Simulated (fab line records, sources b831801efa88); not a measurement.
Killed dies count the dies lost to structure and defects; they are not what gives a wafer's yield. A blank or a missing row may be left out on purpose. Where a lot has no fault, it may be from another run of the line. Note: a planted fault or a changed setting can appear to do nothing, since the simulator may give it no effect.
fab line records	flow sfq_line
[record] lots = 14	wafers = 40	last_day = 95
route steps=325 shown INCOMING@1 L0V@26 M1@69 I1@73
lots with no fault: from the same line, run without faults
start_h: the number of hours between the record's first day and the start of the first shown wafer of the lot	wait_h: hours from the lot's prior step to this one	" identical to the entry in the row above	L1.1+2: a single row standing in for several wafers	- either no value or no given start	* or withheld: withheld	< > ~ a bound
route shown NAME@n: names a module that has steps shown in the file, with the first one's number in the route	usual: average and standard deviation across the fault-free wafers	same: alike in all rows	chamber/n: place in a boat	sites: the reading at each site	_std_site: their standard deviation	_edge_site: mean of outer sites minus mean of inner sites	radius_mm: how far each site lies from the wafer's centre	mask NAME#n: copy n	behind: the tool/chamber that last shaped the wafer	hold: cause of the lot's hold/its duration in hours/its outcome	device: which transistor (n, p or np) failed to switch	end of line: tests of these same wafers at the route's end	a step given without rows: its recipe and nothing more	killed: not the wafer's yield, but the dies lost to structure and defects at the first sort	map: dies across one wafer; x = killed, . = not, _ = none there
set.NAME: the setting the step ran with; set.NAME@STEP: the setting that earlier step ran with	model.NAME: the simulator's own value behind a step, which no gauge read
one table for each step of the route and one row for each wafer, over a sample of lots
services: when a tool's chamber went out of use (start_h, in hours from the record's first day, below 0 if earlier), for how many hours, and the reason
[[steps]]
[step SFQ_INCOMING_BOW_MEAS_900]
[recipe] mode = bow
[usual] INCOMING_BOW = -1/6.2
lot.wafer	tool	chamber	start_h	wait_h	INCOMING_BOW[um]
L227.1	film_metro-04	-	25.00	-	0
L227.3	"	-	"	"	-1
L227.5	"	-	"	"	4
L228.1	film_metro-02	-	30.00	-	-4
L228.3	"	-	"	"	-15
L228.6	"	-	"	"	-14
L229.4	film_metro-02	-	35.06	-	0
L229.5	"	-	"	"	4
L229.6	"	-	"	"	9
L230.1	film_metro-02	-	40.00	-	-8
L230.3	"	-	"	"	-1
L230.5	"	-	"	"	-6
L231.3	film_metro-04	-	45.04	-	-4
L231.4	"	-	"	"	14
L231.6	"	-	"	"	-4
L232.2	film_metro-02	-	50.02	-	2
L232.5	"	-	"	"	14
L232.6	"	-	"	"	9
L234.1	film_metro-03	-	60.00	-	-13
L234.2	"	-	"	"	1
L234.3	"	-	"	"	9
L235.1	film_metro-02	-	65.00	-	-4
L235.2	"	-	"	"	1
L235.3	"	-	"	"	2
L236.1	film_metro-04	-	70.00	-	-2
L236.4	"	-	"	"	7
L236.5	"	-	"	"	-1
L240.5	film_metro-03	-	90.08	-	7
L240.6	"	-	"	"	0
L242.4	film_metro-03	-	100.06	-	-2
L242.6	"	-	"	"	-13
L244.3	film_metro-04	-	110.04	-	16
L244.5	"	-	"	"	3
L244.6	"	-	"	"	3
L246.1	film_metro-04	-	120.00	-	-11
L246.2	"	-	"	"	-4
L246.3	"	-	"	"	1
L247.2	film_metro-02	-	125.02	-	4
L247.4	"	-	"	"	-1
L247.5	"	-	"	"	5
[step SFQ_TRILAYER_L0_VIA_STRIP_STRIP_017]
[recipe] gas = O2	power_w = 200	platen_temp_c = 40	overash_fraction = 0.65	chemistry = O2	pressure_mtorr = 50
[usual] chamber_pressure_mTorr = 50.00/0.044	drypump_motor_current_A = 5.4/0.39	oes_product_au = 1.005/0.01
lot.wafer	tool	chamber	start_h	wait_h	chamber_pressure_mTorr	drypump_motor_current_A	oes_product_au	rf_hours_counter_h
L227.1	rie_metal-04	1	187.10	-	49.98	5.2	0.999	152
L227.3	"	0	"	"	49.95	5.3	1.003	-
L227.5	"	0	"	"	49.98	5.3	1.000	-
L228.1	rie_metal-01	0	198.28	-	50.03	5.4	0.984	25
L228.3	"	0	"	"	50.00	5.4	0.992	-
L228.6	"	1	"	"	49.97	5.4	1.008	-
L229.4	rie_metal-04	0	206.98	-	50.05	5.2	1.001	-
L229.5	"	1	"	"	50.10	5.2	0.999	-
L229.6	"	0	"	"	50.00	5.3	1.002	-
L230.1	rie_metal-01	1	215.18	-	50.04	5.4	1.018	102
L230.3	"	1	"	"	49.91	5.4	1.027	-
L230.5	"	1	"	"	50.02	5.4	1.018	-
L231.3	rie_metal-02	1	221.38	-	50.01	6.5	1.008	-
L231.4	"	0	"	"	49.98	5.3	1.007	-
L231.6	"	1	"	"	49.99	6.4	1.010	-
L232.2	rie_metal-01	1	229.58	-	50.07	5.4	1.011	104
L232.5	"	1	"	"	49.92	5.4	1.025	-
L232.6	"	0	"	"	50.00	5.4	1.006	-
L234.1	rie_metal-02	1	241.58	-	49.99	6.5	1.012	166
L234.2	"	0	"	"	49.96	5.3	1.011	21
L234.3	"	1	"	"	50.00	6.4	1.010	-
L235.1	rie_metal-04	0	248.78	-	49.95	5.3	0.992	142
L235.2	"	1	"	"	50.00	5.2	0.997	161
L235.3	"	0	"	"	50.06	5.2	1.006	-
L236.1	rie_metal-04	0	257.18	-	50.00	5.3	0.996	143
L236.4	"	1	"	"	49.99	5.2	1.000	-
L236.5	"	0	"	"	49.94	5.3	1.000	-
L240.5	rie_metal-02	1	277.98	-	49.98	6.4	1.000	-
L240.6	"	0	"	"	49.96	5.3	1.014	-
L242.4	rie_metal-04	0	288.58	-	49.97	5.3	0.998	-
L242.6	"	0	"	"	50.03	5.2	0.996	-
L244.3	rie_metal-01	1	318.70	-	50.05	5.4	1.023	-
L244.5	"	0	"	"	49.99	5.3	0.987	-
L244.6	"	1	"	"	50.04	5.4	1.022	-
L246.1	rie_metal-04	1	335.30	-	50.02	5.2	1.017	173
L246.2	"	0	"	"	50.10	5.3	1.002	153
L246.3	"	0	"	"	49.98	5.3	0.998	-
L247.2	rie_metal-01	0	342.50	-	50.06	5.3	1.003	46
L247.4	"	1	"	"	50.00	5.4	1.034	-
L247.5	"	0	"	"	49.96	5.4	0.998	-
[step SFQ_TRILAYER_M1_BARC_OPEN_METAL_ETCH_054]
[recipe] mask_material = PR	chemistry = O2	target_depth_nm = 125	target = BARC	icp_w = 600	bias_w = 80	pressure_mtorr = 10	time_s = 41.7
[usual] chamber_pressure_mTorr = 10.000/0.0092	drypump_motor_current_A = 5.6/0.36	oes_product_au = 0.685/0.0042	run_length_s = 70.2/0.41
lot.wafer	tool	chamber	start_h	wait_h	chamber_pressure_mTorr	drypump_motor_current_A	oes_product_au	rf_hours_counter_h	run_length_s
L227.1	rie_metal-01	1	589.55	0.0	9.990	5.4	0.683	2	70.9
L227.3	"	0	"	"	9.996	5.4	0.685	-	70.1
L227.5	"	0	"	"	9.990	5.3	0.687	-	70.5
L228.1	rie_metal-01	0	597.95	0.0	9.997	5.4	0.686	82	70.7
L228.3	"	1	"	"	10.003	5.4	0.690	-	70.5
L228.6	"	0	"	"	9.988	5.4	0.681	-	70.2
L229.4	rie_metal-02	1	621.97	0.0	9.982	6.4	0.686	-	69.9
L229.5	"	0	"	"	10.007	5.3	0.688	-	69.7
L229.6	"	1	"	"	9.980	6.4	0.689	-	70.2
L230.1	rie_metal-01	1	630.50	0.2	10.005	5.4	0.686	6	70.9
L230.3	"	1	"	"	9.989	5.4	0.687	-	70.4
L230.5	"	1	"	"	10.007	5.4	0.689	-	70.6
L231.3	rie_metal-02	1	641.17	0.0	10.005	6.5	0.678	-	69.6
L231.4	"	0	"	"	9.999	5.3	0.692	-	69.8
L231.6	"	0	"	"	10.001	5.3	0.683	-	69.8
L232.2	rie_metal-02	0	654.47	0.0	10.000	5.3	0.686	85	69.7
L232.5	"	1	"	"	10.010	6.4	0.678	-	69.8
L232.6	"	0	"	"	9.994	5.3	0.682	-	69.7
L234.1	rie_metal-03	0	685.67	0.0	9.995	5.5	0.687	69	69.9
L234.2	"	0	"	"	10.009	5.5	0.691	-	69.7
L234.3	"	0	"	"	9.994	5.5	0.683	-	69.9
L235.1	rie_metal-01	1	697.67	0.0	9.998	5.4	0.686	18	70.9
L235.2	"	0	"	"	10.010	5.4	0.686	94	70.1
L235.3	"	1	"	"	10.007	5.4	0.691	-	70.8
L236.1	rie_metal-01	1	712.62	0.0	9.989	5.4	0.688	20	70.7
L236.4	"	1	"	"	9.998	5.4	0.684	-	70.6
L236.5	"	1	"	"	10.026	5.4	0.684	-	70.4
L240.5	rie_metal-01	1	740.14	0.0	9.994	5.4	0.692	-	70.7
L240.6	"	0	"	"	9.999	5.3	0.847	-	60.3
L242.4	rie_metal-01	0	753.68	0.0	10.001	5.3	0.683	-	70.2
L242.6	"	0	"	"	10.007	5.4	0.848	-	60.6
L244.3	rie_metal-03	0	781.51	0.0	10.005	5.5	0.688	-	69.6
L244.5	"	1	"	"	9.991	5.8	0.685	-	70.2
L244.6	"	0	"	"	9.997	5.5	0.683	-	70.0
L246.1	rie_metal-02	0	797.09	0.0	9.993	5.3	0.690	102	69.7
L246.2	"	1	"	"	9.995	6.4	0.682	57	69.5
L246.3	"	1	"	"	10.001	6.4	0.688	-	69.6
L247.2	rie_metal-03	1	805.49	0.0	9.999	5.8	0.688	53	70.2
L247.4	"	1	"	"	9.990	5.8	0.686	-	70.1
L247.5	"	0	"	"	10.003	5.5	0.680	-	69.9
[step SFQ_TRILAYER_I1_DEP_PECVD_045]
[recipe] material = SiO2	temp_c = 150	time_s = 111.11	pressure_torr = 2.4	rf_w = 183.3	precursor = SiH4/N2O	target_thk_nm = 500
[usual] heater_power_w = 94/14	susceptor_temp_C = 150.01/0.16	throttle_valve_pct = 24.6/0.97
lot.wafer	tool	chamber	start_h	wait_h	heater_power_w	susceptor_temp_C	throttle_valve_pct
L227.1	pecvd-04	1	590.52	0.0	83	150.33	25.4
L227.3	"	2	"	"	91	150.09	25.6
L227.5	"	0	"	"	88	150.44	24.3
L228.1	pecvd-02	2	598.91	0.0	123	150.04	23.6
L228.3	"	2	"	"	102	150.09	23.7
L228.6	"	2	"	"	107	149.96	23.5
L229.4	pecvd-04	0	622.94	0.0	82	150.02	24.0
L229.5	"	1	"	"	71	150.03	25.7
L229.6	"	2	"	"	91	149.85	25.7
L230.1	pecvd-02	2	632.24	0.0	121	150.05	23.8
L230.3	"	0	"	"	86	150.07	23.5
L230.5	"	1	"	"	103	149.92	23.6
L231.3	pecvd-04	0	642.11	0.0	101	150.17	24.2
L231.4	"	0	"	"	86	150.16	24.3
L231.6	"	1	"	"	86	150.25	25.6
L232.2	pecvd-01	2	655.43	0.0	104	150.00	24.0
L232.5	"	0	"	"	84	149.56	24.1
L232.6	"	1	"	"	97	150.03	25.4
L234.1	pecvd-01	1	687.42	0.0	99	150.09	25.9
L234.2	"	2	"	"	106	150.09	23.9
L234.3	"	0	"	"	84	149.92	24.4
L235.1	pecvd-02	2	698.63	0.0	115	150.10	24.4
L235.2	"	0	"	"	76	149.86	22.8
L235.3	"	1	"	"	95	149.87	23.7
L236.1	pecvd-04	0	713.58	0.0	91	150.27	24.2
L236.4	"	0	"	"	94	149.87	24.0
L236.5	"	1	"	"	84	150.10	25.3
L240.5	pecvd-04	2	741.10	0.0	78	149.93	25.7
L240.6	"	1	"	"	76	150.10	25.2
L242.4	pecvd-01	2	754.68	0.0	99	149.83	24.3
L242.6	"	0	"	"	84	150.01	24.4
L244.3	pecvd-01	0	782.45	0.0	86	149.85	24.6
L244.5	"	1	"	"	99	149.75	25.9
L244.6	"	2	"	"	103	149.75	24.5
L246.1	pecvd-04	0	798.05	0.0	97	150.05	24.3
L246.2	"	1	"	"	85	149.86	25.7
L246.3	"	2	"	"	92	150.20	25.8
L247.2	pecvd-04	1	806.45	0.0	86	149.99	25.3
L247.4	"	0	"	"	92	150.31	24.4
L247.5	"	1	"	"	69	149.98	25.5
[[services]]
tool	chamber	start_h	hours	kind
pecvd-04	2	188.80	5.9	repair
pecvd-01	-	194.25	14.0	pm
rie_metal-02	-	203.10	0.6	repair
pecvd-01	-	243.21	0.5	repair
rie_metal-02	-	245.08	0.7	repair
pecvd-04	-	283.86	3.4	repair
rie_metal-01	-	323.76	1.2	repair
pecvd-01	0	325.36	6.5	repair
rie_metal-04	1	350.32	11.1	repair
pecvd-04	-	381.83	5.5	pm
rie_metal-01	-	422.46	0.2	repair
pecvd-04	1	426.57	39.2	repair
rie_metal-02	-	456.79	0.6	repair
rie_metal-04	0	458.12	19.4	repair
pecvd-04	-	462.36	1.4	repair
pecvd-01	-	477.98	2.8	repair
rie_metal-04	0	518.06	14.3	repair
rie_metal-04	-	600.07	0.4	repair
rie_metal-02	-	633.73	0.5	repair
pecvd-04	0	699.70	1.8	repair
pecvd-04	-	701.31	0.9	repair
rie_metal-02	-	746.79	0.6	repair
pecvd-04	-	754.97	2.5	repair
rie_metal-02	0	775.72	5.6	repair
[[key]]
[first_sign] step = SFQ_TRILAYER_M1_BARC_OPEN_METAL_ETCH_054	reading = oes_product_au	direction = up	sigmas = 39	usual = 0.685	struck = 0.848
[effect] step = SFQ_TRILAYER_M1_BARC_OPEN_METAL_ETCH_054	reading = run_length_s	direction = down	sigmas = 24	usual = *	struck = *
met_at SFQ_TRILAYER_M1_BARC_OPEN_METAL_ETCH_054
struck_lots L240,L242
struck_wafers L240.6,L242.6
not_acting_at SFQ_INCOMING_BOW_MEAS_900,SFQ_TRILAYER_L0_VIA_STRIP_STRIP_017,SFQ_TRILAYER_I1_DEP_PECVD_045
onset_between 712.62 740.14
[fault] kind = process_parameter_drift	tool = rie_metal-01	chamber = -	onset_h = 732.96	steps = SFQ_TRILAYER_M1_BARC_OPEN_METAL_ETCH_054	channel = time_s	offset = *	shape = step	end_h = 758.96	scope = struck_wafers_only	acts_in = *	stated = *
